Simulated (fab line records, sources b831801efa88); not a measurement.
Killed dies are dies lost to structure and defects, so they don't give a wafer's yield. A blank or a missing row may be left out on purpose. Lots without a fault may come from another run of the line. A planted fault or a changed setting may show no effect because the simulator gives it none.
Which tool did it? | flow gf180mcu | 15 lots, 45 wafers sampled, at 4 steps of a route of 602

WHAT THE GAUGES READ, wafer by wafer
GF_MIM_THK_MEAS_06. Usual: MIM_CVD_05_THK 41.9 nm, standard deviation 0.5.
lot  | measured     | on            | MIM_CVD_05_THK (nm) | flag
L743 | day 24 14:41 | film_metro-01 | 41.9 42.1 42.5      |
L744 | day 24 16:10 | film_metro-01 | 42.2 42.2 42.7      |
L745 | day 25 09:15 | film_metro-04 | 41.4 41.6 42.5      |
L747 | day 26 02:37 | film_metro-04 | 41.2 41.5 41.7      |
L749 | day 26 14:53 | film_metro-03 | 41.9 42.4 41.7      |
L750 | day 26 17:32 | film_metro-01 | 41.5 42.3 42.1      |
L758 | day 29 10:40 | film_metro-04 | 41.8 41.1 42.1      |
L759 | day 29 13:58 | film_metro-01 | 41.6 42.4 42.7      |
L760 | day 29 20:41 | film_metro-03 | 42.1 41.8 42.3      |
L761 | day 30 06:04 | film_metro-04 | 42.3 42.0 42.7      |
L762 | day 30 09:12 | film_metro-04 | 41.7 41.2 41.9      |
L763 | day 30 21:02 | film_metro-03 | 41.5 41.8 41.8      |
L764 | day 30 22:43 | film_metro-03 | 41.1 41.3 42.1      |
L765 | day 31 04:05 | film_metro-03 | 41.5 42.7 42.0      |
L766 | day 31 13:28 | film_metro-04 | 41.8 41.6 42.3      |

GF_PASSIVATION_BOW_MEAS_14. Usual: PASSIVATION_BOW 134 um, standard deviation 10.
lot  | measured     | on            | PASSIVATION_BOW (um) | flag
L743 | day 29 03:43 | film_metro-01 | 129 122 130          |
L744 | day 29 05:32 | film_metro-03 | 147 141 141          |
L745 | day 29 21:00 | film_metro-03 | 138 138 133          |
L747 | day 30 11:33 | film_metro-03 | 147 154 142          |
L749 | day 30 22:49 | film_metro-01 | 133 124 136          |
L750 | day 31 01:58 | film_metro-01 | 138 135 130          |
L761 | day 33 23:59 | film_metro-01 | 132 146 146          |
L762 | day 34 01:31 | film_metro-03 | 130 126 136          |
L763 | day 34 14:26 | film_metro-03 | 125 130 118          |
L764 | day 34 15:01 | film_metro-03 | 119 115 119          |
L765 | day 34 19:30 | film_metro-01 | 154 135 151          |
L766 | day 35 02:18 | film_metro-03 | 150 140 142          |

WHICH TOOL RAN EACH LOT (tool, then ch and the chambers of the sampled wafers, then the start)
lot  | GF_TOP_METAL_DEVELOP_13           | GF_PASSIVATION_CVD_02
L743 | litho_track-04 ch 0, day 28 04:43 | pecvd-04 ch 0,1,2, day 28 06:05
L744 | litho_track-04 ch 0, day 28 06:37 | pecvd-04 ch 0,1,2, day 28 08:03
L745 | litho_track-03 ch 0, day 28 22:55 | pecvd-04 ch 0,1, day 29 00:04
L747 | litho_track-04 ch 0, day 29 13:38 | pecvd-01 ch 1,2, day 29 14:49
L749 | litho_track-03 ch 0, day 30 01:14 | pecvd-03 ch 0,1,2, day 30 02:34
L750 | litho_track-02 ch 0, day 30 04:28 | pecvd-01 ch 0,1, day 30 05:58
L758 | litho_track-04, day 32 11:58      | -
L759 | litho_track-04, day 32 15:19      | -
L760 | litho_track-02, day 32 22:21      | -
L761 | litho_track-02 ch 0, day 33 05:27 | pecvd-01 ch 0,2, day 33 06:37
L762 | litho_track-02 ch 0, day 33 07:15 | pecvd-01 ch 1,2, day 33 08:25
L763 | litho_track-03 ch 0, day 33 19:49 | pecvd-03 ch 0,1,2, day 33 20:56
L764 | litho_track-02 ch 0, day 33 20:36 | pecvd-04 ch 0,1, day 33 21:46
L765 | litho_track-02 ch 0, day 34 01:39 | pecvd-04 ch 0,1,2, day 34 02:49
L766 | litho_track-04 ch 0, day 34 08:17 | pecvd-03 ch 0,1,2, day 34 09:27
- GF_TOP_METAL_DEVELOP_13: develop time 60 s.
- GF_PASSIVATION_CVD_02: deposits Si3N4, target thk 700 nm, time 486.18 s.

WHAT THE TOOLS THEMSELVES READ (means of the sampled wafers that have a number; where no wafer has one, the mark that the record gives instead)
GF_TOP_METAL_DEVELOP_13. Usual: chill_plate_temp_C 23.01 C, standard deviation 0.11.
lot  | tool           | chill_plate_temp_C (C) | flag
L743 | litho_track-04 | 22.86                  |
L744 | litho_track-04 | 22.99                  |
L745 | litho_track-03 | 23.21                  |
L747 | litho_track-04 | 22.97                  |
L749 | litho_track-03 | 22.98                  |
L750 | litho_track-02 | 23.00                  |
L758 | litho_track-04 | -                      | OFF
L759 | litho_track-04 | -                      | OFF
L760 | litho_track-02 | -                      | OFF
L761 | litho_track-02 | 23.08                  |
L762 | litho_track-02 | 23.11                  |
L763 | litho_track-03 | 22.98                  |
L764 | litho_track-02 | 23.03                  |
L765 | litho_track-02 | 23.00                  |
L766 | litho_track-04 | 23.06                  |

GF_PASSIVATION_CVD_02. Usual: heater_power_w 746 W, standard deviation 81.
lot  | tool     | heater_power_w (W) | flag
L743 | pecvd-04 | 771                |
L744 | pecvd-04 | 758                |
L745 | pecvd-04 | 760                |
L747 | pecvd-01 | 908                |
L749 | pecvd-03 | 671                |
L750 | pecvd-01 | 726                |
L761 | pecvd-01 | 728                |
L762 | pecvd-01 | 797                |
L763 | pecvd-03 | 731                |
L764 | pecvd-04 | 736                |
L765 | pecvd-04 | 761                |
L766 | pecvd-03 | 738                |

THE ANSWER, worked out from the rows above alone
Rule: a lot is off if the mean of its wafers that have a number lies more than 3 standard deviations from the usual mean. A lot without any number at a reading at which 4 lots or more have one is off too. The other lots that the step has rows for count as sound. The gauges are gone through in route order, then the tools' own readings, and for those a lot's mean is taken as printed above. The first step at which some lot is off is used, and at that step the reading that is off furthest; a lot without a number counts as furthest.
Off: L758, L759, L760, at GF_TOP_METAL_DEVELOP_13 (chill_plate_temp_C). Without a number there: L758, L759, L760.
A tool fits if, at that step or a process step before it, it ran every lot that is off, and no sound lot after the first of them. None of those tried fits.

WHAT THE SIMULATOR HAD PUT IN
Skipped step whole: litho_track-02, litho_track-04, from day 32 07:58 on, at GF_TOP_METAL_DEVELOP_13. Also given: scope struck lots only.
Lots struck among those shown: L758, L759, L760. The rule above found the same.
